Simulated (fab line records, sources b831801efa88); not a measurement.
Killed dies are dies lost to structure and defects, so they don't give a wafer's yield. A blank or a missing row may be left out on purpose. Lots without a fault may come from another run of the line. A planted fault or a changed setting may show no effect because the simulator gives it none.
fab line records | flow sky130
record lots=7 wafers=21 last_day=50
route steps=708 shown METAL4@635 VIA4@639 PAD_OPEN@708
lots that met no fault: from a run of the same line without faults
start_h: hours from the record's first day to the start of the lot's first wafer shown | wait_h: hours since the lot's step before | " the same as in the row above | L1.1+2: a row that stands for several wafers | - no value, or no start given | * or withheld: withheld | < > ~ a bound
route shown NAME@n: a module of which the file shows steps, and the number in the route of the first | usual: mean/standard deviation of fault-free wafers | same: alike in all rows | chamber/n: place in a boat | sites: the reading at each site | _std_site: their standard deviation | _edge_site: outer sites' mean less inner sites' | radius_mm: how far each site lies from the wafer's centre | mask NAME#n: copy n | behind: the tool/chamber that last shaped the wafer | hold: why the lot was held/for how many hours/how that ended | device: the transistor (n, p or np) that didn't switch | end of line: the same wafers' tests at the end of the route | a step without rows: its recipe alone | killed: dies lost to structure and defects at the first sort, not the wafer's yield | map: a wafer's dies, x killed, . not, _ none there
set.NAME: the setting as run; set.NAME@STEP: as run at that earlier step | model.NAME: the simulator's own value behind a step, which no gauge read
lots at some steps of the route; a table a step, a row a wafer
services: from which hour (start_h, from the record's first day; less than 0 if before it) a tool's chamber was out of use, for how many hours, and why
## steps
# step SKY_METAL4_STRIP_19
# recipe chemistry=O2/N2 power_w=1400 pressure_mtorr=1500 platen_temp_c=withheld o2_flow_sccm=3000 n2_flow_sccm=300 overash_fraction=0.5
# usual drypump_motor_current_A=5.8/0.41 oes_product_au=0.503/0.0058 strip_time_to_endpoint_s=6.54/0.1
# columns lot.wafer tool chamber start_h wait_h drypump_motor_current_A oes_product_au rf_hours_counter_h strip_time_to_endpoint_s
L950.3 plasma_asher-03 0 972.95 0.2 5.0 0.507 - 6.66
L950.4 " 1 " " 5.8 0.508 - 6.70
L950.6 " 0 " " 5.0 0.506 - 6.68
L953.1 plasma_asher-02 0 996.28 0.1 6.2 0.502 56 6.40
L953.2 " 1 " " 5.4 0.498 56 6.51
L953.4 " 1 " " 5.4 0.511 - 6.61
L955.1 plasma_asher-01 1 1005.97 0.1 6.1 0.497 26 6.45
L955.3 " 0 " " 5.7 0.505 - 6.44
L955.6 " 0 " " 5.7 0.496 - 6.30
L957.2 plasma_asher-03 1 1031.98 0.1 5.9 0.508 118 6.51
L957.4 " 1 " " 5.8 0.503 - 6.58
L957.5 " 1 " " 5.8 0.497 - 6.53
L964.3 plasma_asher-01 0 1075.17 0.1 5.7 0.501 - 6.49
L964.4 " 1 " " 6.1 0.495 - 6.45
L964.6 " 1 " " 6.1 0.500 - 6.42
L971.1 plasma_asher-01 1 1106.55 0.1 6.2 0.505 36 6.62
L971.4 " 1 " " 6.1 0.512 - 6.58
L971.5 " 0 " " 5.7 0.510 - 6.69
L973.1 plasma_asher-03 1 1129.07 0.1 5.8 0.507 7 6.57
L973.4 " 0 " " 4.9 0.488 - 6.45
L973.6 " 1 " " 5.8 0.501 - 6.57
# step SKY_METAL4_STRIP_20
# recipe chemistry=post_etch_residue_remover time_s=1200 temp_c=72.5
# step SKY_METAL4_CLEAN_21
# recipe chemistry=IPA time_s=180 temp_c=25
# step SKY_METAL4_CLEAN_22
# recipe chemistry=O3/DIW dry=n2_spin
# step SKY_VIA4_HDPCVD_00
# recipe material=SiO2 target_thk_nm=1750 sigma_open_frac=0.3 time_s=291.7 temp_c=400 sih4_flow_sccm=60 pressure_mtorr=6
# step SKY_VIA4_THK_MEAS_01
# recipe reads=SiO2_of_VIA4_HDPCVD_00
# usual VIA4_HDPCVD_THK=1755/17
# columns lot.wafer tool chamber start_h wait_h VIA4_HDPCVD_THK[nm]
L950.3 film_metro-03 - 973.80 0.1 1787
L950.4 " - " " 1761
L950.6 " - " " 1754
L953.1 film_metro-03 - 997.17 0.1 1765
L953.2 " - " " 1771
L953.4 " - " " 1764
L955.1 film_metro-03 - 1006.86 0.1 1771
L955.3 " - " " 1798
L955.6 " - " " 1790
L957.2 film_metro-04 - 1032.77 0.1 1746
L957.4 " - " " 1743
L957.5 " - " " 1733
L964.3 film_metro-03 - 1075.93 0.1 1740
L964.4 " - " " 1770
L964.6 " - " " 1743
L971.1 film_metro-04 - 1107.32 0.1 1746
L971.4 " - " " 1726
L971.5 " - " " 1762
L973.1 film_metro-03 - 1129.85 0.1 1752
L973.4 " - " " 1737
L973.6 " - " " 1762
# step SKY_VIA4_CMP_02
# recipe material=SiO2 down_force_psi=4 platen_rpm=60 pad_velocity_m_s=0.94248
# usual edge_zone_pressure_frac=1.000/0.0056 motor_current_A=12.3/0.97 platen_rpm=60.00/0.039
# columns lot.wafer tool chamber start_h wait_h edge_zone_pressure_frac motor_current_A platen_rpm
L950.3 cmp-02 3 973.89 0.1 0.997 11.6 60.01
L950.4 " 0 " " 1.003 12.1 60.04
L950.6 " 3 " " 0.993 12.4 60.00
L953.1 cmp-02 2 997.23 0.1 1.002 12.8 60.04
L953.2 " 0 " " 1.004 12.1 60.03
L953.4 " 1 " " 0.996 14.1 60.04
L955.3 cmp-01 2 1006.92 0.0 0.991 11.1 59.91
L955.1 " 0 " " 1.002 13.6 60.03
L955.6 " 3 " " 1.006 10.9 60.06
L957.4 cmp-02 1 1032.82 0.0 1.002 13.0 59.97
L957.2 " 2 " " 0.992 12.6 59.98
L957.5 " 2 " " 1.001 13.3 60.03
L964.3 cmp-02 0 1076.07 0.1 0.993 11.9 60.01
L964.4 " 1 " " 1.007 13.4 59.99
L964.6 " 3 " " 1.003 12.4 60.02
L971.4 cmp-01 3 1107.48 0.1 1.003 10.7 59.96
L971.1 " 0 " " 1.011 13.8 60.03
L971.5 " 2 " " 1.001 11.7 59.99
L973.1 cmp-02 3 1129.96 0.1 1.008 12.2 59.97
L973.4 " 1 " " 1.005 13.5 59.99
L973.6 " 3 " " 1.007 12.3 59.98
# step SKY_VIA4_BOW_MEAS_03
# recipe mode=bow
# usual VIA4_BOW=80/8
# columns lot.wafer tool chamber start_h wait_h VIA4_BOW[um]
L950.3 film_metro-03 - 974.18 0.2 102
L950.4 " - " " 89
L950.6 " - " " 104
L953.1 film_metro-03 - 997.53 0.2 80
L953.2 " - " " 81
L953.4 " - " " 76
L955.1 film_metro-02 - 1007.22 0.1 89
L955.3 " - " " 101
L955.6 " - " " 93
L957.2 film_metro-03 - 1033.14 0.2 77
L957.4 " - " " 77
L957.5 " - " " 74
L964.3 film_metro-03 - 1076.31 0.2 77
L964.4 " - " " 75
L964.6 " - " " 74
L971.1 film_metro-04 - 1107.68 0.1 94
L971.4 " - " " 82
L971.5 " - " " 70
L973.1 film_metro-03 - 1130.21 0.2 69
L973.4 " - " " 81
L973.6 " - " " 75
# step SKY_VIA4_DEHYDRATE_04
# recipe temp_c=200 time_s=60
# step SKY_VIA4_HMDS_05
# recipe prime_time_s=60 prime_temp_c=120
# step SKY_VIA4_COAT_06
# recipe resist=NOVOLAK spin_rpm=3000 resist_thk_nm=1140
# step SKY_VIA4_SOFTBAKE_07
# recipe temp_c=90 time_s=60 resist=NOVOLAK
# step SKY_VIA4_EXPOSE_08
# recipe mask_id=VIM4 na=0.6 source_shape=conventional sigma_outer=0.6 polarization=unpolarized target_cd_nm=800 dose_mj=132
# columns lot.wafer tool chamber start_h wait_h mask
L950.3+4+6 iline_stepper-01 0 985.55 - VIM4#0
L953.1+2+4 iline_stepper-01 0 1008.76 - VIM4#0
L955.1+3+6 iline_stepper-01 0 1019.66 - VIM4#0
L957.2+4+5 iline_stepper-01 0 1044.85 - VIM4#0
L964.3+4+6 iline_stepper-02 0 1087.99 - VIM4#0
L971.1+4+5 iline_stepper-02 0 1117.36 - VIM4#0
L973.1+4+6 iline_stepper-02 0 1139.44 - VIM4#0
# step SKY_VIA4_PEB_09
# recipe temp_c=withheld time_s=* resist=NOVOLAK
# step SKY_VIA4_DEVELOP_10
# recipe resist=NOVOLAK developer=TMAH develop_time_s=60 dev_temp_c=23
# step SKY_VIA4_OVL_MEAS_11
# usual VIA4_OVL=0.3/1.6
# columns lot.wafer tool chamber start_h wait_h VIA4_OVL[nm]
L950.3 overlay-02 - 997.15 0.1 0.3
L950.4 " - " " -0.1
L950.6 " - " " -0.1
L953.1 overlay-01 - 1020.84 0.1 1.6
L953.2 " - " " 2.5
L953.4 " - " " 2.3
L955.1 overlay-01 - 1029.99 0.1 0.0
L955.3 " - " " -0.9
L955.6 " - " " 0.1
L957.2 overlay-01 - 1054.77 0.1 0.4
L957.4 " - " " 3.5
L957.5 " - " " 3.4
L964.3 overlay-01 - 1097.21 0.1 0.9
L964.4 " - " " -2.3
L964.6 " - " " 0.3
L971.1 overlay-02 - 1127.85 0.1 -3.0
L971.4 " - " " -2.5
L971.5 " - " " -0.9
L973.1 overlay-02 - 1149.46 0.1 -0.8
L973.4 " - " " 1.8
L973.6 " - " " -0.4
# step SKY_VIA4_ETCH_12
# recipe target=SiO2 chemistry=C4F8/O2/Ar stop_on=TiN mask_material=NOVOLAK source_w=1500 bias_w=1200 pressure_mtorr=40 c4f8_flow_sccm=withheld O2_flow_sccm=6 Ar_flow_sccm=300 time_s=withheld target_depth_a=5800
# usual oes_product_au=0.926/0.0046
# columns lot.wafer tool chamber start_h wait_h oes_product_au model.VIA4.cd_nm
L950.3 rie_diel-04 0 997.17 0.0 0.933 802.2
L950.4 " 2 " " 0.923 801.5
L950.6 " 2 " " 0.933 801.7
L953.1 rie_diel-02 1 1020.87 0.0 0.926 851.9
L953.2 " 3 " " 0.927 802.1
L953.4 " 2 " " 0.928 851.4
L955.1 rie_diel-03 2 1030.02 0.0 0.927 853.4
L955.3 " 3 " " 0.927 804.5
L955.6 " 1 " " 0.926 805.8
L957.2 rie_diel-03 1 1054.80 0.0 0.940 799.4
L957.4 " 0 " " 0.925 848.5
L957.5 " 3 " " 0.931 848.6
L964.3 rie_diel-02 3 1097.24 0.0 0.922 802.9
L964.4 " 0 " " 0.929 806.2
L964.6 " 1 " " 0.931 803.1
L971.1 rie_diel-02 3 1127.89 0.0 0.928 798.5
L971.4 " 3 " " 0.924 799.3
L971.5 " 0 " " 0.928 798.5
L973.1 rie_diel-04 1 1149.50 0.0 0.923 801.6
L973.4 " 0 " " 0.931 801.7
L973.6 " 3 " " 0.923 799.3
# step SKY_VIA4_STRIP_13
# recipe chemistry=O2/N2 power_w=1400 pressure_mtorr=1500 platen_temp_c=withheld o2_flow_sccm=3000 n2_flow_sccm=300 overash_fraction=0.5
# usual drypump_motor_current_A=5.6/0.35 oes_product_au=0.709/0.0044 strip_time_to_endpoint_s=12.80/0.034
# columns lot.wafer tool chamber start_h wait_h drypump_motor_current_A oes_product_au rf_hours_counter_h strip_time_to_endpoint_s
L950.3 plasma_asher-01 1 997.28 - 6.1 0.710 - 12.78
L950.4 " 0 " " 5.7 0.710 - 12.79
L950.6 " 1 " " 6.2 0.702 - 12.83
L953.1 plasma_asher-01 1 1020.95 - 6.1 0.711 27 12.80
L953.2 " 0 " " 5.7 0.714 27 12.83
L953.4 " 1 " " 6.2 0.709 - 12.78
L955.1 plasma_asher-04 0 1030.10 - 5.8 0.714 89 12.79
L955.3 " 1 " " 5.3 0.715 - 12.82
L955.6 " 0 " " 5.8 0.712 - 12.77
L957.2 plasma_asher-04 0 1054.87 - 5.8 0.705 91 12.83
L957.4 " 0 " " 5.8 0.710 - 12.82
L957.5 " 1 " " 5.3 0.712 - 12.74
L964.3 plasma_asher-04 0 1097.34 - 5.8 0.708 - 12.73
L964.4 " 1 " " 5.3 0.709 - 12.77
L964.6 " 0 " " 5.8 0.711 - 12.77
L971.1 plasma_asher-01 0 1127.96 - 5.7 0.717 38 12.80
L971.4 " 1 " " 6.2 0.708 - 12.81
L971.5 " 1 " " 6.1 0.711 - 12.81
L973.1 plasma_asher-01 0 1149.57 - 5.7 0.701 40 12.81
L973.4 " 1 " " 6.1 0.706 - 12.81
L973.6 " 1 " " 6.1 0.705 - 12.78
# step SKY_PAD_OPEN_PROBE_99
# usual defect_limited_yield=82.5/1.9 killed_at_M0_to_M3=43/6.8 killed_at_M4_up=3.2/1.8 killed_at_contacts=24/6.2 killed_at_front_end=15/4.7 killed_at_other=0.4/0.63 killed_dies=86/9.6 killed_open=47/6.9 killed_short=39/6.3 sort_bin_3_pad_short=0.9/0.46 sort_bin_5_function=10.5/1.5 sort_bin_6_memory=6.1/1.1 sort_n_pass=406/9.6 sort_yield_pct=82.5/1.9
# same gross_dies=492 killed_at_back_side=0 sort_bin_4_leakage[%]=0 sort_bin_8_speed[%]=0
# columns lot.wafer tool chamber start_h wait_h defect_limited_yield[%] killed_at_M0_to_M3 killed_at_M4_up killed_at_contacts killed_at_front_end killed_at_other killed_dies killed_open killed_short sort_bin_3_pad_short[%] sort_bin_5_function[%] sort_bin_6_memory[%] sort_n_pass sort_yield_pct[%] model.etest.via4_chain.rc_ohm
L950.3 prober-01 - 1069.72 0.2 82.5 45 4 16 20 1 86 45 41 1.4 9.1 6.9 406 82.5 0.8185
L950.4 prober-01 - 1069.77 0.2 83.7 40 5 13 21 1 80 35 45 1.2 8.7 6.3 412 83.7 0.7888
L950.6 prober-01 - 1069.87 0.2 86.2 34 2 14 18 0 68 41 26 0.6 8.1 5.1 424 86.2 0.7946
L953.1 prober-02 - 1091.01 0.1 86.4 35 2 21 8 1 67 38 28 0.6 8.1 4.9 425 86.4 0.7435
L953.2 prober-02 - 1091.06 0.1 83.7 39 4 18 18 1 80 46 33 1.2 8.9 6.1 412 83.7 0.8202
L953.4 prober-02 - 1091.16 0.2 84.1 37 3 27 11 0 78 42 36 0.6 8.9 6.3 414 84.1 0.7642
L955.1 prober-01 - 1099.49 0.1 83.3 48 3 14 17 0 82 52 30 0.8 11.2 4.7 410 83.3 0.7082
L957.2 prober-02 - 1120.68 0.1 81.3 53 8 19 11 1 92 44 47 1.6 10.8 6.3 400 81.3 0.777
L957.4 prober-02 - 1120.78 0.2 80.3 38 5 36 18 0 97 58 39 0.4 11.0 8.3 395 80.3 0.7018
L957.5 prober-02 - 1120.83 0.2 81.1 44 3 24 20 2 93 44 48 1.2 11.6 6.1 399 81.1 0.7211
L964.3 prober-02 - 1160.98 0.2 81.3 49 2 25 16 0 92 53 39 1.0 11.0 6.7 400 81.3 0.7819
L964.4 prober-02 - 1161.03 0.2 83.5 39 3 20 19 0 81 48 32 1.0 8.7 6.7 411 83.5 0.7825
L964.6 prober-02 - 1161.13 0.2 83.7 49 2 15 13 1 80 44 34 1.2 8.5 6.5 412 83.7 0.7667
L971.1 prober-02 - 1185.01 0.1 82.9 42 0 30 11 1 84 48 36 0.8 11.0 5.3 408 82.9 0.7883
L971.4 prober-02 - 1185.16 0.2 81.9 50 4 20 15 0 89 44 44 1.0 11.8 5.3 403 81.9 0.817
L971.5 prober-02 - 1185.21 0.2 83.3 45 3 18 16 0 82 54 28 0.8 9.1 6.7 410 83.3 0.812
# killed by level:class
L950.3 FIELD_ISO:geometric_particle:short=9 VIA1:geometric_particle:open=9 VIA2:geometric_particle:open=9 CONTACT:geometric_particle:open=8 VIA2:geometric_particle:short=6 FIELD_ISO:geometric_particle:open=5 METAL2:geometric_particle:short=5 METAL1:geometric_particle:short=4
L950.4 VIA1:geometric_particle:open=7 VIA2:geometric_particle:short=6 METAL3:geometric_particle:short=6 FIELD_ISO:geometric_particle:short=5 FIELD_ISO:geometric_particle:open=5 CONTACT:geometric_particle:open=5 VIA3:geometric_particle:short=5 VIA1:geometric_particle:short=4
L950.6 VIA1:geometric_particle:open=9 CONTACT:geometric_particle:open=7 POLY_GATE:geometric_particle:short=5 VIA2:geometric_particle:open=5 POLY_GATE:geometric_particle:open=4 LI_CONTACT:geometric_particle:open=4 METAL3:geometric_particle:short=4 VIA3:geometric_particle:open=4
L953.1 VIA1:geometric_particle:open=10 LI_CONTACT:geometric_particle:open=6 CONTACT:geometric_particle:open=5 VIA1:geometric_particle:short=5 CONTACT:geometric_particle:short=4 VIA3:geometric_particle:short=4 LI_CONTACT:geometric_particle:short=3 METAL2:geometric_particle:short=3
L953.2 METAL2:geometric_particle:short=10 VIA1:geometric_particle:open=10 CONTACT:geometric_particle:open=9 FIELD_ISO:geometric_particle:open=6 LI_CONTACT:geometric_particle:open=5 POLY_GATE:geometric_particle:open=4 FIELD_ISO:geometric_particle:short=3 POLY_GATE:geometric_particle:short=3
L953.4 CONTACT:geometric_particle:open=15 VIA2:geometric_particle:open=8 CONTACT:geometric_particle:short=7 VIA1:geometric_particle:short=6 VIA1:geometric_particle:open=6 POLY_GATE:geometric_particle:short=4 LI_CONTACT:geometric_particle:open=4 METAL3:geometric_particle:short=4
L955.1 VIA1:geometric_particle:open=14 VIA2:geometric_particle:open=9 POLY_GATE:geometric_particle:open=8 LI_CONTACT:geometric_particle:open=7 VIA1:geometric_particle:short=5 METAL2:geometric_particle:short=5 VIA3:geometric_particle:open=5 FIELD_ISO:geometric_particle:open=3
L957.2 VIA1:geometric_particle:open=13 VIA3:geometric_particle:open=9 VIA1:geometric_particle:short=8 METAL4:geometric_particle:short=6 CONTACT:geometric_particle:open=6 VIA3:geometric_particle:short=5 METAL2:geometric_particle:short=4 LI_CONTACT:geometric_particle:open=4
L957.4 CONTACT:geometric_particle:open=13 LI_CONTACT:geometric_particle:open=10 VIA1:geometric_particle:open=9 VIA1:geometric_particle:short=6 FIELD_ISO:geometric_particle:open=5 POLY_GATE:geometric_particle:open=5 CONTACT:geometric_particle:short=5 LOCAL_INTERCONNECT:geometric_particle:short=4
L957.5 VIA1:geometric_particle:open=11 VIA3:geometric_particle:open=8 CONTACT:geometric_particle:open=7 VIA1:geometric_particle:short=6 FIELD_ISO:geometric_particle:short=5 POLY_GATE:geometric_particle:short=5 LI_CONTACT:geometric_particle:short=5 METAL1:geometric_particle:short=5
L964.3 VIA1:geometric_particle:open=14 CONTACT:geometric_particle:open=12 FIELD_ISO:geometric_particle:short=7 VIA2:geometric_particle:open=7 VIA1:geometric_particle:short=6 LI_CONTACT:geometric_particle:open=5 VIA3:geometric_particle:open=5 METAL2:geometric_particle:short=5
L964.4 VIA1:geometric_particle:open=10 LI_CONTACT:geometric_particle:open=9 VIA2:geometric_particle:open=9 CONTACT:geometric_particle:open=7 POLY_GATE:geometric_particle:short=5 VIA1:geometric_particle:short=5 POLY_GATE:geometric_particle:open=4 METAL1:geometric_particle:short=4
L964.6 VIA2:geometric_particle:open=11 VIA1:geometric_particle:open=10 VIA3:geometric_particle:open=7 METAL1:geometric_particle:short=6 CONTACT:geometric_particle:short=5 FIELD_ISO:geometric_particle:short=4 CONTACT:geometric_particle:open=4 METAL3:geometric_particle:short=4
L971.1 CONTACT:geometric_particle:open=10 VIA1:geometric_particle:open=9 VIA3:geometric_particle:open=9 LI_CONTACT:geometric_particle:open=7 LOCAL_INTERCONNECT:geometric_particle:short=6 CONTACT:geometric_particle:short=5 METAL2:geometric_particle:short=5 FIELD_ISO:geometric_particle:short=4
L971.4 VIA3:geometric_particle:open=10 VIA1:geometric_particle:open=8 VIA2:geometric_particle:open=8 VIA3:geometric_particle:short=6 LI_CONTACT:geometric_particle:open=5 CONTACT:geometric_particle:short=5 CONTACT:geometric_particle:open=4 VIA1:geometric_particle:short=4
L971.5 VIA1:geometric_particle:open=11 CONTACT:geometric_particle:open=9 FIELD_ISO:geometric_particle:open=7 METAL2:geometric_particle:short=6 VIA3:geometric_particle:short=5 VIA3:geometric_particle:open=5 LI_CONTACT:geometric_particle:open=4 LOCAL_INTERCONNECT:geometric_particle:short=4
## services
# columns tool chamber start_h hours kind
rie_diel-04 - 949.80 2.8 pm
cmp-01 - 957.95 0.5 repair
rie_diel-03 0 961.50 7.7 repair
rie_diel-02 2 961.55 20.1 repair
cmp-02 - 970.11 0.4 repair
iline_stepper-02 - 972.69 4.5 repair
cmp-01 - 974.76 4.7 pm
cmp-01 - 982.68 4.8 repair
cmp-02 - 1002.70 7.7 pm
rie_diel-03 0 1008.67 14.2 repair
plasma_asher-01 - 1009.62 2.8 pm
cmp-01 - 1021.69 1.3 repair
rie_diel-02 2 1022.77 1.9 repair
cmp-01 - 1023.76 2.2 repair
plasma_asher-03 - 1029.53 2.1 repair
iline_stepper-01 - 1038.56 1.7 pm
rie_diel-04 - 1041.67 0.4 repair
plasma_asher-03 - 1055.25 9.0 pm
plasma_asher-01 - 1069.00 4.1 repair
iline_stepper-01 - 1076.57 13.6 repair
rie_diel-02 1 1088.39 2.7 repair
iline_stepper-02 - 1090.13 1.7 pm
iline_stepper-01 - 1094.86 15.6 repair
plasma_asher-01 - 1130.91 1.2 repair
## key
first_sign none at tools or gauges
model_effect step=SKY_VIA4_ETCH_12 value=VIA4.cd_nm without=801.1 struck=850.8
model_effect step=SKY_PAD_OPEN_PROBE_99 value=etest.via4_chain.rc_ohm without=0.7982 struck=0.7278
met_at SKY_VIA4_EXPOSE_08
struck_wafers L953.1,L953.4,L955.1,L957.4,L957.5
onset_between 985.55 1008.76
fault kind=process_parameter_drift tool=iline_stepper-01 chamber=- onset_h=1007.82 steps=SKY_VIA4_EXPOSE_08 channel=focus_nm offset=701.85 shape=step end_h=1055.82 scope=struck_wafers_only
